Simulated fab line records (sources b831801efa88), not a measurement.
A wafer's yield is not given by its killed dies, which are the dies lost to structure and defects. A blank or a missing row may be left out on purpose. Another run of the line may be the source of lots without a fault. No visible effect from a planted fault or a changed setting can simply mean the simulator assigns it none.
A struck lot beside a sound one || flow sky130 || 22 out of 708 route steps
Sound: wafers L903.1, L903.2, L903.6. Struck: wafers L912.3, L912.4 (left out: L912.2, a lot-mate that was not struck); the cause follows at the end.
Per side, at each step with rows, come the tool, then ch with its chambers, and then its first start. Under that, the readings that differ: sound wafers || struck wafers || difference of the means || sigmas: that difference in standard deviations of wafers without a fault.
alike: a reading whose means differ by less than 2 such deviations, as well as words and numbers matching on both sides. not compared: withheld readings; readings where some wafer has no value; bounds like >300 that might hide an equal value; numbers whose values overlap and for which the record gives no deviation.
A row with sigmas, a row that says differs or no value, or rows on one side alone: a step with any of these is where the two part. Numbers that have no deviation but don't overlap get no sigmas and don't part them. A reading missing from all wafers of one side parts the sides only when that side holds two or more wafers.

first, 5 steps without rows for these wafers: SKY_POLY_CUT_COAT_03 (resist thk 450 nm); SKY_POLY_CUT_SOFTBAKE_04 (time 90 s); SKY_POLY_CUT_EXPOSE_05 (exposes mask NPCM, target cd 270 nm); SKY_POLY_CUT_PEB_06; SKY_POLY_CUT_DEVELOP_07 (develop time 60 s).
SKY_POLY_CUT_CD_MEAS_08: the cd target is 270 nm.
  sound on cd-sem-02 at day 24 07:59; struck on cd-sem-01 at day 27 19:30
  alike: cd-nm
SKY_POLY_CUT_OVL_MEAS_09:
  sound on overlay-01 at day 24 08:06; struck on overlay-01 at day 27 19:37
  alike: POLY_CUT_OVL
SKY_POLY_CUT_ETCH_10: etches BARC in N2/H2, stops on SiO2, time 45.9 s, target depth 60 nm.
  sound on rie-diel-04 ch 2,3, day 24 08:08; struck on rie-diel-03 ch 2,3, day 27 19:38
  alike: drypump-motor-current-A, h2-flow-sccm, oes-product-au, rf-fwd-power-W, throttle-valve-pct
  not compared: rf-hours-counter-h
SKY_POLY_CUT_ETCH_11: etches Si3N4 in CF4/CH2F2/Ar, stops on poly-Si, time 42.5 s, target depth 60 nm.
  sound on rie-diel-04 ch 2,3, day 24 08:11; struck on rie-diel-03 ch 2,3, day 27 19:41
{"reading": "oes-product-au (a.u.)", "sound": "0.845 0.827 0.833", "struck": "0.824 0.819", "difference": -0.014, "sigmas": -2}
  alike: drypump-motor-current-A, rf-fwd-power-W, throttle-valve-pct
  not compared: rf-hours-counter-h
SKY_POLY_CUT_STRIP_12: strips in O2/N2.
  sound on plasma-asher-01 ch 0,1, day 24 08:13; struck on plasma-asher-01 ch 0,1, day 27 19:43
  alike: drypump-motor-current-A, oes-product-au, strip-time-to-endpoint-s
  not compared: rf-hours-counter-h
then, 2 steps without rows for these wafers: SKY_SD_P_DEHYDRATE_00 (time 60 s); SKY_SD_P_HMDS_01 (prime time 60 s).
SKY_SD_P_COAT_02: resist thk 1140 nm.
  sound on litho-track-04 ch 0, day 24 22:56; struck on litho-track-03 ch 0, day 28 09:43
{"reading": "resist-line-temp-C (C)", "sound": "23.03 22.95 22.80", "struck": "23.19 23.11", "difference": "+0.22", "sigmas": "+2"}
{"reading": "model.NOVOLAK_of_SD_P_COAT_02.thk-nm (nm)", "sound": "1143 1145 1141", "struck": "665.4 665.1", "difference": -477.8, "sigmas": ""}
then, 3 steps without rows for these wafers: SKY_SD_P_SOFTBAKE_03 (time 60 s); SKY_SD_P_EXPOSE_04 (exposes mask PSDM, target cd 380 nm); SKY_SD_P_PEB_05.
SKY_SD_P_DEVELOP_06: develop time 60 s.
  sound on litho-track-04 ch 0, day 25 13:23; struck on litho-track-01 ch 0, day 28 23:41
{"reading": "model.NOVOLAK_of_SD_P_COAT_02.thk-nm (nm)", "sound": "1142 1145 1141", "struck": "665 664.7", "difference": -478, "sigmas": ""}
  alike: resist-line-temp-C
SKY_SD_P_CD_MEAS_07: the cd target is 380 nm.
  sound on cd-sem-02 at day 25 13:32; struck on cd-sem-02 at day 28 23:49
{"reading": "cd-nm (nm)", "sound": "378.9 377.8 377.5", "struck": "439.3 439.5", "difference": "+61.3", "sigmas": "+25"}
SKY_SD_P_OVL_MEAS_08:
  sound on overlay-02 at day 25 13:39; struck on overlay-01 at day 28 23:56
  alike: SD_P_OVL
following that, these wafers have no rows for 1 step: SKY_SD_P_IMPLANT_09.
SKY_SD_P_STRIP_10: strips in O2/N2.
  sound on plasma-asher-02 ch 0,1, day 25 13:50; struck on plasma-asher-01 ch 0,1, day 29 00:07
{"reading": "oes-product-au (a.u.)", "sound": "0.614 0.627 0.612", "struck": "0.564 0.574", "difference": -0.049, "sigmas": -11}
{"reading": "strip-time-to-endpoint-s (s)", "sound": "17.55 17.55 17.52", "struck": "12.05 12.07", "difference": -5.48, "sigmas": "-99 or more"}
  alike: drypump-motor-current-A
  not compared: rf-hours-counter-h
SKY_SD_P_TW_MEAS_11:
  sound on film-metro-02 at day 25 13:56; struck on film-metro-03 at day 29 00:13
{"reading": "SD_P_TW", "sound": "2809 2828 2815", "struck": "2873 2875", "difference": "+57", "sigmas": "+2"}

== WHERE THEY PART ==
At SKY_POLY_CUT_ETCH_11 first; at SKY_SD_P_TW_MEAS_11 last (within this record only).

WHY: what had been put in by the simulator
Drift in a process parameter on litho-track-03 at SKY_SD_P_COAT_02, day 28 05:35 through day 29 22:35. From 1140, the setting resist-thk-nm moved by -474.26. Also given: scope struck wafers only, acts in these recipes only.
